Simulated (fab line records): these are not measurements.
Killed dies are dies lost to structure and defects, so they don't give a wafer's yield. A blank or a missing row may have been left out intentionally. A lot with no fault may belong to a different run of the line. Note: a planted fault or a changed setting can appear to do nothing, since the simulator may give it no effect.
Which tool is to blame? / flow gf180mcu / 21 wafers from 7 lots sampled at 2 of the route's 602 steps

== WHAT THE GAUGES READ, wafer by wafer ==
GF_V4_THK_MEAS_03.
lot=L761; measured=day 24 04:20; on=film-metro-02; V4_CVD_02_THK (nm)=848 839 869
lot=L763; measured=day 25 07:52; on=film-metro-03; V4_CVD_02_THK (nm)=849 849 861
lot=L767; measured=day 26 10:38; on=film-metro-02; V4_CVD_02_THK (nm)=836 840 840
lot=L770; measured=day 27 11:36; on=film-metro-03; V4_CVD_02_THK (nm)=834 854 848
lot=L773; measured=day 28 09:40; on=film-metro-04; V4_CVD_02_THK (nm)=851 851 849
lot=L778; measured=day 29 16:02; on=film-metro-02; V4_CVD_02_THK (nm)=841 858 856
lot=L782; measured=day 30 12:25; on=film-metro-02; V4_CVD_02_THK (nm)=846 857 864

== WHAT TOOL EACH LOT RAN ON (gives the tool, then ch and the chambers of the sampled wafers, and finally the start) ==
lot=L761; GF_V4_CVD_02=pecvd-04 ch 1,2, day 24 04:16
lot=L763; GF_V4_CVD_02=pecvd-04 ch 0,1,2, day 25 07:47
lot=L767; GF_V4_CVD_02=pecvd-01 ch 0,1,2, day 26 10:34
lot=L770; GF_V4_CVD_02=pecvd-01 ch 0,1, day 27 11:32
lot=L773; GF_V4_CVD_02=pecvd-01 ch 0,1,2, day 28 09:34
lot=L778; GF_V4_CVD_02=pecvd-02 ch 0,2, day 29 15:56
lot=L782; GF_V4_CVD_02=pecvd-04 ch 0,1,2, day 30 12:21
- GF_V4_CVD_02: deposits SiO2 from TEOS, target thk 850 nm, time 94.851 s.

== THE ANSWER, worked out from the rows above alone ==
Rule: the usual values come from the lots themselves. Put in order of their means at a reading, lots are off if they are a third of the lots or fewer, leave a main group of 4 or more, and stand apart from it by a gap of 3 or more times the standard deviation of the main group's means; of several such gaps the widest counts. A main group is skipped when, at the precision printed for the reading in the tables above, its means are all equal. A lot without any number at a reading at which 4 lots or more have one is off too. Any other lot the step has rows for is counted as sound.
No lot is off at any reading shown: from this, nothing can be told.

== WHAT THE SIMULATOR HAD INSERTED ==
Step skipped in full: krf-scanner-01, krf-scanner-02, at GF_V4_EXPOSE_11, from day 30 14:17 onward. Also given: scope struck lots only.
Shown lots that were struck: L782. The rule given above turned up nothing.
